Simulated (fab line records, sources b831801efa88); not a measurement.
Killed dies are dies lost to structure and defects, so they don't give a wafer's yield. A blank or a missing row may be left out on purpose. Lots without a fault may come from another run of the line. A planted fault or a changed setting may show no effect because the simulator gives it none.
Which tool did it? | flow gf180mcu | 6 lots, 18 wafers sampled, at 2 steps of a route of 602

WHAT THE GAUGES READ, wafer by wafer
GF_STI_THK_MEAS_24.
lot  | measured    | on            | STI_CVD_23_THK (nm)
L514 | day 2 15:10 | film_metro-04 | 647 651 652
L517 | day 3 04:47 | film_metro-02 | 644 657 644
L519 | day 3 15:31 | film_metro-04 | 647 665 642
L521 | day 4 08:04 | film_metro-03 | 642 646 651
L525 | day 5 03:49 | film_metro-04 | 868 658 648
L534 | day 6 22:22 | film_metro-03 | 652 657 667

WHICH TOOL RAN EACH LOT (tool, then ch and the chambers of the sampled wafers, then the start)
lot  | GF_STI_CVD_23
L514 | hdpcvd-02 ch 0,1,2, day 2 15:05
L517 | hdpcvd-02 ch 1,2, day 3 04:42
L519 | hdpcvd-01 ch 0,1,2, day 3 15:27
L521 | hdpcvd-01 ch 1,2, day 4 07:58
L525 | hdpcvd-02 ch 0,1,2, day 5 03:44
L534 | hdpcvd-01 ch 0,2, day 6 22:17
- GF_STI_CVD_23: deposits SiO2, target thk 650 nm, time 108.3 s.

THE ANSWER, worked out from the rows above alone
Rule: what is usual is taken from the lots themselves. Put in order of their means at a reading, lots are off if they are a third of the lots or fewer, leave a main group of 4 or more, and stand apart from it by a gap of 3 or more times the standard deviation of the main group's means; of several such gaps the widest counts. A main group whose means are all the same, to the digits that the tables above print for the reading, isn't used. A lot without any number at a reading at which 4 lots or more have one is off too. The other lots that the step has rows for count as sound.
Off: L525, at GF_STI_THK_MEAS_24 (STI_CVD_23_THK). The main group: mean 651 nm, standard deviation 4.2.
A tool fits if, at a process step before that reading, it ran every lot that is off, and no sound lot after the first of them. The gauges at GF_STI_THK_MEAS_24 are tried like those tools. Can't be told from this: 2 tools fit, hdpcvd-02 at GF_STI_CVD_23, film_metro-04 at GF_STI_THK_MEAS_24.

WHAT THE SIMULATOR HAD PUT IN
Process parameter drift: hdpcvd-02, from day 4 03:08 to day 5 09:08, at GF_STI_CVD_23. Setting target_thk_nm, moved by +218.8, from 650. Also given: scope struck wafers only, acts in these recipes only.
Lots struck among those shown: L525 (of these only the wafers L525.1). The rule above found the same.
